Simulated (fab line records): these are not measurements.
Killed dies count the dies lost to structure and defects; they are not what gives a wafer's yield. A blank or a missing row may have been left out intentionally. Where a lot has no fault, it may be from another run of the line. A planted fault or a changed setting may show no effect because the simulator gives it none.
Comparing a struck lot with a sound one | flow sky130 | 32 out of 708 route steps
Sound: these wafers, L845.2, L845.4, L845.5. Struck: wafers L859.1, L859.3 (left out: L859.5, a lot-mate that was not struck); the cause follows at the end.
Per side, at each step with rows, come the tool, then ch with its chambers, and then its first start. Under that, the readings that differ: sound wafers | struck wafers | difference of the means | sigmas: that difference in standard deviations of wafers without a fault.
alike: same words and numbers on both sides, and readings whose means sit less than 2 such deviations apart. not compared: any withheld reading, any reading some wafer has no value for, any bound like >300 that may hide the same value, and any number with overlapping values for which the record gives no deviation.
Wherever a step has rows on one side only, a row that says differs or no value, or a row with sigmas, the two part there. Non-overlapping numbers with no deviation appear without sigmas and do not part them. Lack of a reading on every wafer of one side parts them only where that side has two or more wafers.

SKY_CAP2M_THK_MEAS_01:
  struck on film metro-03, day 44 09:55; sound on film metro-03, day 40 04:35
  alike: CAP2M_CVD_00_THK
SKY_CAP2M_SPUTTER_02: material TiN, target thk 200 nm, time 166.7 s.
  struck on pvd sputter-02, day 44 09:58; sound on pvd sputter-01, day 40 04:38
  alike: throttle valve pct
SKY_CAP2M_RS_MEAS_03: a four-point-probe measurement.
  struck on film metro-04, day 44 10:05; sound on film metro-01, day 40 04:46
  alike: CAP2M_TIN_RS
SKY_CAP2M_THK_MEAS_04: measures by xrf.
  struck on film metro-04, day 44 10:12; sound on film metro-01, day 40 04:53
  alike: CAP2M_TIN_THK
then, 7 steps without rows for these wafers: SKY_CAP2M_DEHYDRATE_05 (time 60 s); SKY_CAP2M_HMDS_06 (prime time 60 s); SKY_CAP2M_COAT_07 (resist thk 1140 nm); SKY_CAP2M_SOFTBAKE_08 (time 60 s); SKY_CAP2M_EXPOSE_09 (exposes mask CAP2M, target cd 1000 nm); SKY_CAP2M_PEB_10; SKY_CAP2M_DEVELOP_11 (develop time 60 s).
SKY_CAP2M_OVL_MEAS_12:
  struck on overlay-02, day 45 07:16; sound on overlay-02, day 41 04:46
  alike: CAP2M_OVL
SKY_CAP2M_METAL_ETCH_13: etches TiN in Cl2/BCl3, stops on SiO2, target depth 220 nm, time 62.9 s.
  sound on rie metal-03 ch 0, day 41 04:48; struck on rie metal-03 ch 1, day 45 07:18
  reading                                    | sound             | struck        | difference | sigmas
  rf fwd power W (W)                         | 891.7 891.9 892.9 | 1038.1 1037.7 | +145.7     | +49
  model.NOVOLAK_of_CAP2M_COAT_07.thk nm (nm) | 992.2 993.7 990.5 | 977.1 977.2   | -15.0      |
  model.CAP2M.feature depth nm (nm)          | 199.8 199.5 200.7 | 203.1 201.1   | +2.1       |
  model.SiO2_of_CAP2M_CVD_00.thk nm (nm)     | 15.29 15.58 15.55 | 12.28 12.25   | -3.21      |
  alike: drypump motor current A, oes product au, throttle valve pct
  not compared: rf hours counter h
SKY_CAP2M_STRIP_14: strips in O2/N2.
  sound on plasma asher-03 ch 0, day 41 04:53; struck on plasma asher-02 ch 0, day 45 07:26
  reading                      | sound             | struck      | difference | sigmas
  strip time to endpoint s (s) | 12.63 12.66 12.62 | 12.46 12.48 | -0.17      | -3
  alike: drypump motor current A, oes product au
  not compared: rf hours counter h
then, 11 steps without rows for these wafers: SKY_CAP2M_STRIP_15 (strips in post etch residue remover, time 1200 s); SKY_CAP2M_CLEAN_16 (cleans in IPA, time 180 s); SKY_CAP2M_CLEAN_17 (cleans in O3/DIW); SKY_METAL4_DEHYDRATE_05 (time 60 s); SKY_METAL4_HMDS_06 (prime time 60 s); SKY_METAL4_COAT_07 (resist thk 60 nm); SKY_METAL4_COAT_08 (resist thk 1140 nm); SKY_METAL4_SOFTBAKE_09 (time 90 s); SKY_METAL4_EXPOSE_10 (exposes mask MM4, target cd 300 nm); SKY_METAL4_PEB_11; SKY_METAL4_DEVELOP_12 (develop time 60 s).
SKY_METAL4_CD_MEAS_13: the cd target is 300 nm.
  struck on cd sem-01, day 46 04:59; sound on cd sem-02, day 42 03:37
  alike: cd nm
SKY_METAL4_OVL_MEAS_14:
  struck on overlay-01, day 46 05:07; sound on overlay-01, day 42 03:43
  alike: METAL4_OVL
SKY_METAL4_DESCUM_15: chemistry O2, time 8 s.
  sound on rie metal-02 ch 0, day 42 03:45; struck on rie metal-04 ch 0,1, day 46 05:09
  alike: drypump motor current A, oes product au
  not compared: rf hours counter h
SKY_METAL4_ETCH_16: etches BARC in N2/H2, stops on SiO2, time 88.2 s, target depth 60 nm.
  sound on rie metal-02 ch 0, day 42 03:47; struck on rie metal-04 ch 0,1, day 46 05:11
  alike: drypump motor current A, h2 flow sccm, oes product au, rf fwd power W, throttle valve pct
  not compared: rf hours counter h
SKY_METAL4_ETCH_17: etches SiO2 in C4F8/O2/Ar, stops on TiN, time 3.9 s, target depth 15 nm.
  sound on rie diel-01 ch 0,2,3, day 42 03:53; struck on rie diel-04 ch 0,3, day 46 05:17
  reading                  | sound             | struck      | difference | sigmas
  oes product au (a.u.)    | 0.745 0.751 0.752 | 0.674 0.668 | -0.078     | -12
  model.etch.depth nm (nm) | 15.29 15.58 15.55 | 12.28 12.25 | -3.21      |
  alike: rf fwd power W
  not compared: rf hours counter h
SKY_METAL4_METAL_ETCH_18: etches the open film in Cl2/BCl3, stops on SiO2, target depth 845 nm, time 183.1 s.
  sound on rie metal-01 ch 1, day 42 03:54; struck on rie metal-01 ch 1, day 46 05:18
  alike: drypump motor current A, oes product au, rf fwd power W, throttle valve pct
  not compared: rf hours counter h
-- the record jumps here: 3 days lie between the struck wafers' starts before and after (it left off in module METAL4 and takes up again in module PAD_OPEN, whose first step shown is number 708 of the route) --
SKY_PAD_OPEN_PROBE_99:
  struck on prober-01, day 49 14:01; sound on prober-02, day 46 04:10
  reading                               | sound               | struck        | difference | sigmas
  model.etest.cap mim2.bv v (V)         | 13.82 14.18 13.91   | 12.95 12.55   | -1.22      |
  model.etest.cap mim2.leak log10 a cm2 | -9.028 -8.87 -9.018 | -8.388 -8.505 | +0.525     |
  alike: defect limited yield, killed_at_M0_to_M3, killed_at_M4_up, killed at contacts, killed at front end, killed at other, killed dies, killed open, killed short, sort_bin_3_pad_short, sort_bin_5_function, sort_bin_6_memory, sort n pass, sort yield pct

WHERE THEY PART
Last at SKY_METAL4_ETCH_17 as far as this record goes, first at SKY_CAP2M_METAL_ETCH_13. Later steps at which nothing parts them and some readings are alike: SKY_METAL4_METAL_ETCH_18, SKY_PAD_OPEN_PROBE_99.

WHY: the cause the simulator had injected
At SKY_CAP2M_METAL_ETCH_13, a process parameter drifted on rie metal-03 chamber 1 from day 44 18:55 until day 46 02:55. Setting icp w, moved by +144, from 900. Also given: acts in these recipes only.
